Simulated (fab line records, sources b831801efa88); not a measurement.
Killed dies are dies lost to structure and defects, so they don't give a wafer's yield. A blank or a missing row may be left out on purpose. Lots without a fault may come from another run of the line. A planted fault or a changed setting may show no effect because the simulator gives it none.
Which tool did it? | flow sky130 | 6 lots, 18 wafers sampled, at 2 steps of a route of 708

WHAT THE GAUGES READ, wafer by wafer
SKY_POLY_GATE_THK_MEAS_04.
lot  | measured     | on            | POLY_GATE_CVD_03_THK (nm)
L607 | day 16 20:19 | film_metro-01 | 75.1 74.3 74.9
L609 | day 17 11:07 | film_metro-02 | 75.3 74.5 75.2
L611 | day 18 08:44 | film_metro-02 | 75.2 75.1 76.0
L613 | day 18 18:52 | film_metro-02 | 74.6 75.4 75.3
L618 | day 20 21:56 | film_metro-01 | 73.6 73.6 73.8
L620 | day 21 15:10 | film_metro-01 | 74.7 74.3 74.0

WHICH TOOL RAN EACH LOT (tool, then ch and the chambers of the sampled wafers, then the start)
lot  | SKY_FIELD_ISO_CMP_27
L607 | cmp-01 ch 0,1,2, day 3 03:48
L609 | cmp-02 ch 0,1,2, day 3 12:40
L611 | cmp-01 ch 0,1,3, day 4 02:08
L613 | cmp-02 ch 0,1,3, day 4 10:10
L618 | cmp-01 ch 0,1,2, day 5 12:50
L620 | cmp-01 ch 1,2,3, day 5 21:44
- SKY_FIELD_ISO_CMP_27: polishes, stops on Si3N4, t overpolish 16 s, target thk 457.8 nm.

THE ANSWER, worked out from the rows above alone
Rule: what is usual is taken from the lots themselves. Put in order of their means at a reading, lots are off if they are a third of the lots or fewer, leave a main group of 4 or more, and stand apart from it by a gap of 3 or more times the standard deviation of the main group's means; of several such gaps the widest counts. A main group whose means are all the same, to the digits that the tables above print for the reading, isn't used. A lot without any number at a reading at which 4 lots or more have one is off too. The other lots that the step has rows for count as sound.
No lot is off at any reading shown: from this, nothing can be told.

WHAT THE SIMULATOR HAD PUT IN
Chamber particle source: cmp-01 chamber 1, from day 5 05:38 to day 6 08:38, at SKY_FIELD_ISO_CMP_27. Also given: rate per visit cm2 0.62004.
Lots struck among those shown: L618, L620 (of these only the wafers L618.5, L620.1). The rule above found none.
